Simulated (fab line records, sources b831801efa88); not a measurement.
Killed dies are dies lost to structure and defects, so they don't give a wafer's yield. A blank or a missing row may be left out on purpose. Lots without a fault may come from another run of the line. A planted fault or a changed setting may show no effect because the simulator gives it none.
fab line records | flow sky130
record lots=6 wafers=18 last_day=50
route steps=708 shown PWDE@46 NWELL@56 PAD_OPEN@708
lots that met no fault: from a run of the same line without faults
start_h: hours from the record's first day to the start of the lot's first wafer shown | wait_h: hours since the lot's step before | " the same as in the row above | L1.1+2: a row that stands for several wafers | - no value, or no start given | * or withheld: withheld | < > ~ a bound
route shown NAME@n: a module of which the file shows steps, and the number in the route of the first | usual: mean/standard deviation of fault-free wafers | same: alike in all rows | chamber/n: place in a boat | sites: the reading at each site | _std_site: their standard deviation | _edge_site: outer sites' mean less inner sites' | radius_mm: how far each site lies from the wafer's centre | mask NAME#n: copy n | behind: the tool/chamber that last shaped the wafer | hold: why the lot was held/for how many hours/how that ended | device: the transistor (n, p or np) that didn't switch | end of line: the same wafers' tests at the end of the route | a step without rows: its recipe alone | killed: dies lost to structure and defects at the first sort, not the wafer's yield | map: a wafer's dies, x killed, . not, _ none there
set.NAME: the setting as run; set.NAME@STEP: as run at that earlier step | model.NAME: the simulator's own value behind a step, which no gauge read
lots at some steps of the route; a table a step, a row a wafer
services: from which hour (start_h, from the record's first day; less than 0 if before it) a tool's chamber was out of use, for how many hours, and why
## steps
# step SKY_PWDE_HMDS_01
# recipe prime_time_s=60 prime_temp_c=120
# step SKY_PWDE_COAT_02
# recipe spin_rpm=2000 resist_thk_nm=3000
# step SKY_PWDE_SOFTBAKE_03
# recipe temp_c=110 time_s=withheld
# step SKY_PWDE_EXPOSE_04
# recipe mask_id=PWDEM na=0.6 source_shape=conventional sigma_outer=0.6 polarization=unpolarized target_cd_nm=840 dose_mj=214
# step SKY_PWDE_PEB_05
# recipe temp_c=115 time_s=withheld
# step SKY_PWDE_DEVELOP_06
# recipe wall_angle_deg=90 developer=TMAH develop_time_s=60 dev_temp_c=23
# step SKY_PWDE_OVL_MEAS_07
# usual PWDE_OVL=-0.2/1.3
# columns lot.wafer tool chamber start_h wait_h PWDE_OVL[nm]
L773.1 overlay-01 - 75.79 - 2.3
L773.2 " - " " 0.7
L773.3 " - " " 0.8
L777.1 overlay-02 - 95.24 - 1.2
L777.4 " - " " -0.3
L777.5 " - " " 2.1
L787.2 overlay-02 - 156.32 - 0.8
L787.4 " - " " 2.7
L787.6 " - " " 1.8
L788.1 overlay-02 - 158.39 - -2.2
L788.2 " - " " -1.4
L788.3 " - " " -2.5
L789.2 overlay-01 - 168.12 - 0.4
L789.3 " - " " -1.1
L789.4 " - " " -3.0
L794.3 overlay-01 - 193.52 - -1.0
L794.5 " - " " -0.2
L794.6 " - " " -0.5
# step SKY_PWDE_IMPLANT_08
# recipe species=B energy_kev=150 dose_cm2=3.6e+12 tilt_deg=withheld
# step SKY_PWDE_STRIP_09
# recipe chemistry=O2/N2 power_w=1400 pressure_mtorr=1500 platen_temp_c=withheld o2_flow_sccm=3000 n2_flow_sccm=300 overash_fraction=0.5
# usual drypump_motor_current_A=6.16/0.3 oes_product_au=0.722/0.0045 strip_time_to_endpoint_s=36.93/0.079
# columns lot.wafer tool chamber start_h wait_h drypump_motor_current_A oes_product_au rf_hours_counter_h strip_time_to_endpoint_s
L773.1 plasma_asher-02 0 75.98 0.1 5.73 0.716 38 37.07
L773.2 " 1 " " 6.54 0.722 38 36.90
L773.3 " 0 " " 5.74 0.725 - 37.00
L777.1 plasma_asher-04 1 95.43 0.1 6.26 0.722 42 36.92
L777.4 " 1 " " 6.21 0.723 - 36.96
L777.5 " 1 " " 6.24 0.721 - 36.82
L787.2 plasma_asher-01 1 156.50 0.1 6.36 0.718 36 37.00
L787.4 " 0 " " 5.83 0.725 - 36.95
L787.6 " 0 " " 5.79 0.724 - 36.98
L788.1 plasma_asher-02 0 158.58 0.1 5.72 0.727 46 36.84
L788.2 " 1 " " 6.50 0.720 46 36.93
L788.3 " 0 " " 5.76 0.718 - 36.88
L789.2 plasma_asher-01 1 168.30 0.1 6.39 0.725 37 36.94
L789.3 " 1 " " 6.41 0.726 - 37.00
L789.4 " 0 " " 5.84 0.730 - 37.01
L794.3 plasma_asher-01 0 193.73 0.1 5.82 0.725 - 37.08
L794.5 " 1 " " 6.38 0.720 - 36.97
L794.6 " 0 " " 5.86 0.721 - 36.94
# step SKY_PWDE_TW_MEAS_10
# usual PWDE_TW=375.6/2.1
# columns lot.wafer tool chamber start_h wait_h PWDE_TW
L773.1 film_metro-01 - 76.08 0.1 377.4
L773.2 " - " " 373.2
L773.3 " - " " 377.7
L777.1 film_metro-02 - 95.53 0.1 372.8
L777.4 " - " " 373.4
L777.5 " - " " 373.9
L787.2 film_metro-02 - 156.61 0.1 373.4
L787.4 " - " " 374.4
L787.6 " - " " 375.3
L788.1 film_metro-01 - 158.68 0.1 377.6
L788.2 " - " " 378.9
L788.3 " - " " 379.4
L789.2 film_metro-04 - 168.41 0.1 373.5
L789.3 " - " " 374.0
L789.4 " - " " 374.1
L794.3 film_metro-04 - 193.82 0.1 376.2
L794.5 " - " " 375.0
L794.6 " - " " 373.4
# step SKY_NWELL_DEHYDRATE_03
# recipe temp_c=200 time_s=60
# step SKY_NWELL_HMDS_04
# recipe prime_time_s=60 prime_temp_c=120
# step SKY_NWELL_COAT_05
# recipe spin_rpm=2000 resist_thk_nm=3000
# usual exhaust_pa=45.1/1
# columns lot.wafer tool chamber start_h wait_h exhaust_pa model.coat_of_NWELL_COAT_05.thk_nm
L773.1 litho_track-01 0 84.34 0.1 44.6 3016
L773.2 " 0 " " 45.3 3003
L773.3 " 0 " " 44.8 3008
L777.1 litho_track-04 0 104.06 0.1 45.0 3002
L777.4 " 0 " " 46.8 3002
L777.5 " 0 " " 45.7 2998
L787.2 litho_track-02 0 166.49 0.1 46.3 3003
L787.4 " 0 " " 45.6 3012
L787.6 " 0 " " 45.3 3010
L788.1 litho_track-01 0 168.59 0.1 43.5 818.8
L788.2 " 0 " " 44.1 820.1
L788.3 " 0 " " 43.1 2993
L789.2 litho_track-01 0 178.07 0.1 45.7 819.2
L789.3 " 0 " " 44.7 3002
L789.4 " 0 " " 45.1 2990
L794.3 litho_track-04 0 203.96 0.1 44.8 2997
L794.5 " 0 " " 44.3 2996
L794.6 " 0 " " 45.2 2996
# step SKY_NWELL_SOFTBAKE_06
# recipe temp_c=110 time_s=withheld
# step SKY_NWELL_EXPOSE_07
# recipe mask_id=NWM na=0.6 source_shape=conventional sigma_outer=0.6 polarization=unpolarized target_cd_nm=840 dose_mj=255
# step SKY_NWELL_PEB_08
# recipe temp_c=115 time_s=withheld
# step SKY_NWELL_DEVELOP_09
# recipe wall_angle_deg=90 developer=TMAH develop_time_s=60 dev_temp_c=23
# usual exhaust_pa=45.1/0.9
# columns lot.wafer tool chamber start_h wait_h exhaust_pa model.coat_of_NWELL_COAT_05.thk_nm
L773.1 litho_track-02 0 - - 45.2 3011
L773.2 " 0 " " 44.6 2998
L773.3 " 0 " " 44.9 3003
L777.1 litho_track-01 0 - - 47.2 2998
L777.4 " 0 " " 46.0 2998
L777.5 " 0 " " 44.8 2994
L787.2 litho_track-02 0 - - 44.7 2998
L787.4 " 0 " " 43.8 3008
L787.6 " 0 " " 44.2 3006
L788.1 litho_track-01 0 - - 46.3 814.5
L788.2 " 0 " " 47.0 815.8
L788.3 " 0 " " 45.8 2989
L789.2 litho_track-04 0 - - 44.7 814.9
L789.3 " 0 " " 45.0 2997
L789.4 " 0 " " 44.7 2986
L794.3 litho_track-04 0 - - 45.7 2992
L794.5 " 0 " " 44.5 2991
L794.6 " 0 " " 46.1 2992
# step SKY_NWELL_OVL_MEAS_10
# usual NWELL_00_OVL=0.3/1.5
# columns lot.wafer tool chamber start_h wait_h NWELL_00_OVL[nm]
L773.1 overlay-02 - 92.41 - 1.3
L773.2 " - " " 0.0
L773.3 " - " " 0.3
L777.1 overlay-02 - 113.19 - 3.2
L777.4 " - " " 1.6
L777.5 " - " " 1.9
L787.2 overlay-01 - 177.27 - -1.4
L787.4 " - " " 0.5
L787.6 " - " " 1.1
L788.1 overlay-02 - 179.04 - 0.2
L788.2 " - " " 1.3
L788.3 " - " " -1.1
L789.2 overlay-01 - 188.57 - -1.1
L789.3 " - " " -0.5
L789.4 " - " " -0.4
L794.3 overlay-01 - 214.37 - 0.8
L794.5 " - " " -0.5
L794.6 " - " " -0.3
# step SKY_NWELL_IMPLANT_11
# recipe species=P energy_kev=400 dose_cm2=1.9e+13 tilt_deg=withheld
# step SKY_NWELL_IMPLANT_12
# recipe species=P energy_kev=120 dose_cm2=1.3e+12 tilt_deg=withheld
# step SKY_NWELL_IMPLANT_13
# recipe species=P energy_kev=50 dose_cm2=7e+11 tilt_deg=withheld
# step SKY_NWELL_STRIP_14
# recipe chemistry=O2/N2 power_w=1400 pressure_mtorr=1500 platen_temp_c=withheld o2_flow_sccm=3000 n2_flow_sccm=300 overash_fraction=0.5
# usual drypump_motor_current_A=6.20/0.23 oes_product_au=0.723/0.0051 strip_time_to_endpoint_s=36.91/0.11
# columns lot.wafer tool chamber start_h wait_h drypump_motor_current_A oes_product_au rf_hours_counter_h strip_time_to_endpoint_s
L773.1 plasma_asher-04 0 92.90 0.1 6.34 0.715 42 37.09
L773.2 " 1 " " 6.20 0.719 42 36.95
L773.3 " 1 " " 6.21 0.720 - 37.01
L777.1 plasma_asher-02 0 113.68 0.1 5.75 0.723 41 36.95
L777.4 " 1 " " 6.53 0.720 - 36.93
L777.5 " 1 " " 6.52 0.723 - 36.90
L787.2 plasma_asher-04 0 177.82 0.1 6.35 0.724 6 36.93
L787.4 " 0 " " 6.37 0.717 - 37.07
L787.6 " 0 " " 6.33 0.727 - 37.03
L788.1 plasma_asher-03 0 179.53 0.1 5.96 0.699 48 11.15
L788.2 " 1 " " 6.19 0.696 48 11.17
L788.3 " 1 " " 6.16 0.722 - 36.82
L789.2 plasma_asher-04 0 189.05 0.1 6.35 0.703 7 11.17
L789.3 " 1 " " 6.24 0.724 - 36.93
L789.4 " 0 " " 6.35 0.719 - 36.79
L794.3 plasma_asher-04 1 214.88 0.1 6.24 0.732 - 36.86
L794.5 " 0 " " 6.37 0.728 - 36.87
L794.6 " 1 " " 6.24 0.727 - 36.86
# step SKY_NWELL_TW_MEAS_15
# usual NWELL_TW=1825/9.6
# columns lot.wafer tool chamber start_h wait_h NWELL_TW
L773.1 film_metro-02 - 93.00 0.1 1832
L773.2 " - " " 1822
L773.3 " - " " 1832
L777.1 film_metro-01 - 113.78 0.1 1844
L777.4 " - " " 1845
L777.5 " - " " 1841
L787.2 film_metro-01 - 177.93 0.1 1824
L787.4 " - " " 1824
L787.6 " - " " 1824
L788.1 film_metro-01 - 179.63 0.1 1833
L788.2 " - " " 1828
L788.3 " - " " 1828
L789.2 film_metro-01 - 189.16 0.1 1825
L789.3 " - " " 1818
L789.4 " - " " 1826
L794.3 film_metro-02 - 214.97 0.1 1812
L794.5 " - " " 1814
L794.6 " - " " 1818
# step SKY_NWELL_DEHYDRATE_16
# recipe temp_c=200 time_s=60
# step SKY_NWELL_HMDS_17
# recipe prime_time_s=60 prime_temp_c=120
# step SKY_NWELL_COAT_18
# recipe spin_rpm=2000 resist_thk_nm=3000
# step SKY_NWELL_SOFTBAKE_19
# recipe temp_c=110 time_s=withheld
# step SKY_NWELL_EXPOSE_20
# recipe mask_id=NWM_COMPLEMENT na=0.6 source_shape=conventional sigma_outer=0.6 polarization=unpolarized target_cd_nm=840 dose_mj=260
# step SKY_NWELL_PEB_21
# recipe temp_c=115 time_s=withheld
# step SKY_NWELL_DEVELOP_22
# recipe wall_angle_deg=90 developer=TMAH develop_time_s=60 dev_temp_c=23
# step SKY_NWELL_OVL_MEAS_23
# usual NWELL_01_OVL=-1.0/1.3
# columns lot.wafer tool chamber start_h wait_h NWELL_01_OVL[nm]
L773.1 overlay-01 - 110.49 - -2.2
L773.2 " - " " -1.3
L773.3 " - " " -1.7
L777.1 overlay-01 - 132.11 - -0.9
L777.4 " - " " -0.5
L777.5 " - " " -1.4
L787.2 overlay-02 - 198.07 - -4.6
L787.4 " - " " -2.9
L787.6 " - " " -4.2
L788.1 overlay-02 - 200.31 - -1.0
L788.2 " - " " -2.8
L788.3 " - " " -1.5
L789.2 overlay-01 - 209.87 - -2.7
L789.3 " - " " -1.6
L789.4 " - " " -0.7
L794.3 overlay-01 - 237.56 - 1.2
L794.5 " - " " 0.0
L794.6 " - " " 0.2
# step SKY_NWELL_IMPLANT_24
# recipe species=B energy_kev=140 dose_cm2=9.2e+12 tilt_deg=withheld
# step SKY_NWELL_STRIP_25
# recipe chemistry=O2/N2 power_w=1400 pressure_mtorr=1500 platen_temp_c=withheld o2_flow_sccm=3000 n2_flow_sccm=300 overash_fraction=0.5
# usual drypump_motor_current_A=6.13/0.26 oes_product_au=0.722/0.0047 strip_time_to_endpoint_s=36.88/0.11
# columns lot.wafer tool chamber start_h wait_h drypump_motor_current_A oes_product_au rf_hours_counter_h strip_time_to_endpoint_s
L773.1 plasma_asher-03 1 110.68 0.1 6.16 0.723 41 36.83
L773.2 " 0 " " 5.95 0.719 41 36.96
L773.3 " 0 " " 5.97 0.717 - 36.94
L777.1 plasma_asher-03 1 132.30 0.1 6.14 0.732 44 37.02
L777.4 " 1 " " 6.17 0.719 - 36.98
L777.5 " 0 " " 5.97 0.718 - 36.94
L787.2 plasma_asher-03 0 198.25 0.1 5.96 0.718 50 36.71
L787.4 " 1 " " 6.17 0.721 - 36.73
L787.6 " 1 " " 6.16 0.718 - 36.74
L788.1 plasma_asher-03 0 200.50 0.1 5.97 0.721 50 36.89
L788.2 " 1 " " 6.14 0.717 50 36.94
L788.3 " 0 " " 5.96 0.726 - 36.93
L789.2 plasma_asher-02 0 210.05 0.1 5.75 0.715 51 36.80
L789.3 " 1 " " 6.51 0.718 - 36.66
L789.4 " 0 " " 5.77 0.726 - 36.77
L794.3 plasma_asher-04 0 237.76 0.1 6.37 0.721 - 36.76
L794.5 " 1 " " 6.25 0.722 - 36.75
L794.6 " 0 " " 6.34 0.716 - 36.82
# step SKY_NWELL_TW_MEAS_26
# usual NWELL_2_TW=498.1/2.9
# columns lot.wafer tool chamber start_h wait_h hold NWELL_2_TW
L773.1 film_metro-02 - 110.78 0.1 - 495.9
L773.2 " - " " - 497.6
L773.3 " - " " - 496.4
L777.1 film_metro-02 - 132.40 0.1 - 493.3
L777.4 " - " " - 493.3
L777.5 " - " " - 494.4
L787.2 film_metro-02 - 198.36 0.1 - 494.1
L787.4 " - " " - 493.2
L787.6 " - " " - 495.8
L788.1 film_metro-02 - 200.60 0.1 await_dispo/0.2h/release 857.1
L788.2 " - " " await_dispo/0.2h/release 850.7
L788.3 " - " " await_dispo/0.2h/release 498.2
L788.1 film_metro-02 - 200.82 0.2 - 859.7
L788.2 " - " " - 851.1
L788.3 " - " " - 498.7
L789.2 film_metro-02 - 210.16 0.1 await_dispo/0.2h/release 854.7
L789.3 " - " " await_dispo/0.2h/release 492.3
L789.4 " - " " await_dispo/0.2h/release 491.9
L789.2 film_metro-02 - 210.38 0.2 - 852.6
L789.3 " - " " - 494.3
L789.4 " - " " - 494.3
L794.3 film_metro-01 - 237.85 0.1 - 499.8
L794.5 " - " " - 500.4
L794.6 " - " " - 498.5
# step SKY_PAD_OPEN_PROBE_99
# usual killed_at_M0_to_M3=44/6.8 killed_at_M4_up=3.2/1.7 killed_at_contacts=24/4.9 killed_at_front_end=14/4.1 killed_at_other=0.2/0.51 killed_dies=85/8.7 killed_open=46/6.8 killed_short=39/6.1
# same gross_dies=492 killed_at_back_side=0
# columns lot.wafer tool chamber start_h wait_h killed_at_M0_to_M3 killed_at_M4_up killed_at_contacts killed_at_front_end killed_at_other killed_dies killed_open killed_short
L773.1 prober-01 - 1076.27 0.1 46 1 30 15 0 92 47 45
L773.2 prober-01 - 1076.32 0.1 41 4 19 9 0 73 40 33
L773.3 prober-01 - 1076.37 0.2 42 4 22 11 0 79 44 35
L794.3 prober-02 - 1194.28 0.2 54 3 13 12 1 83 44 39
L794.5 prober-02 - 1194.38 0.2 42 1 32 12 1 88 46 42
L794.6 prober-02 - 1194.43 0.2 47 4 20 12 0 83 44 39
# killed by level:class
L773.1 CONTACT:geometric_particle:open=14 CONTACT:geometric_particle:short=8 VIA2:geometric_particle:open=7 METAL1:geometric_particle:short=6 VIA1:geometric_particle:open=6 VIA3:geometric_particle:open=6 METAL2:geometric_particle:short=5 FIELD_ISO:geometric_particle:short=4
L773.2 VIA1:geometric_particle:open=10 CONTACT:geometric_particle:open=8 CONTACT:geometric_particle:short=7 METAL2:geometric_particle:short=6 FIELD_ISO:geometric_particle:open=5 VIA2:geometric_particle:open=5 METAL1:geometric_particle:short=4 VIA1:geometric_particle:short=4
L773.3 VIA1:geometric_particle:open=13 CONTACT:geometric_particle:open=8 LI_CONTACT:geometric_particle:open=6 METAL1:geometric_particle:short=6 CONTACT:geometric_particle:short=5 VIA2:geometric_particle:open=5 METAL2:geometric_particle:short=4 VIA3:geometric_particle:open=4
L794.3 METAL2:geometric_particle:short=10 VIA1:geometric_particle:open=9 VIA3:geometric_particle:open=9 VIA2:geometric_particle:open=7 CONTACT:geometric_particle:open=6 CONTACT:geometric_particle:short=4 FIELD_ISO:geometric_particle:short=4 METAL1:geometric_particle:short=4
L794.5 LI_CONTACT:geometric_particle:open=11 VIA2:geometric_particle:open=9 CONTACT:geometric_particle:short=8 CONTACT:geometric_particle:open=7 VIA1:geometric_particle:open=7 METAL2:geometric_particle:short=6 VIA1:geometric_particle:short=6 FIELD_ISO:geometric_particle:open=5
L794.6 METAL2:geometric_particle:short=9 LI_CONTACT:geometric_particle:open=8 METAL1:geometric_particle:short=8 VIA1:geometric_particle:open=8 CONTACT:geometric_particle:open=7 VIA2:geometric_particle:open=7 FIELD_ISO:geometric_particle:open=5 POLY_GATE:geometric_particle:short=5
## services
# columns tool chamber start_h hours kind
plasma_asher-04 - 108.75 9.0 pm
plasma_asher-04 0 108.75 9.0 vent_cycle
plasma_asher-04 1 108.75 9.0 vent_cycle
plasma_asher-04 0 117.75 - clean
plasma_asher-04 1 117.75 - clean
plasma_asher-04 - 179.25 1.2 repair
## key
first_sign step=SKY_NWELL_STRIP_14 reading=strip_time_to_endpoint_s direction=down sigmas=99+ usual=* struck=*
effect step=SKY_NWELL_STRIP_14 reading=oes_product_au direction=down sigmas=4.7 usual=0.723 struck=0.699
effect step=SKY_NWELL_TW_MEAS_26 reading=visit direction=added
effect step=SKY_NWELL_TW_MEAS_26 reading=NWELL_2_TW direction=up sigmas=99+ usual=498.1 struck=854.1
model_effect step=SKY_NWELL_COAT_05 value=coat_of_NWELL_COAT_05.thk_nm without=2999 struck=819.4
model_effect step=SKY_NWELL_DEVELOP_09 value=coat_of_NWELL_COAT_05.thk_nm without=2995 struck=815.1
met_at SKY_NWELL_COAT_05
struck_wafers L788.1,L788.2,L789.2
tester_left_out L788,L789
onset_between 84.34 168.59
fault kind=process_parameter_drift tool=litho_track-01 chamber=- onset_h=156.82 steps=SKY_NWELL_COAT_05 channel=resist_thk_nm offset=-2180.3 shape=step end_h=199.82 scope=struck_wafers_only acts_in=these_recipes_only stated=3000
# tester_left_out: of these lots the tester's yield and bins aren't shown, on N5 and GAA mostly nor the transistor test; their killed dies are dies lost to structure and defects alone, not to doping, threshold or leakage, so they don't give the yield
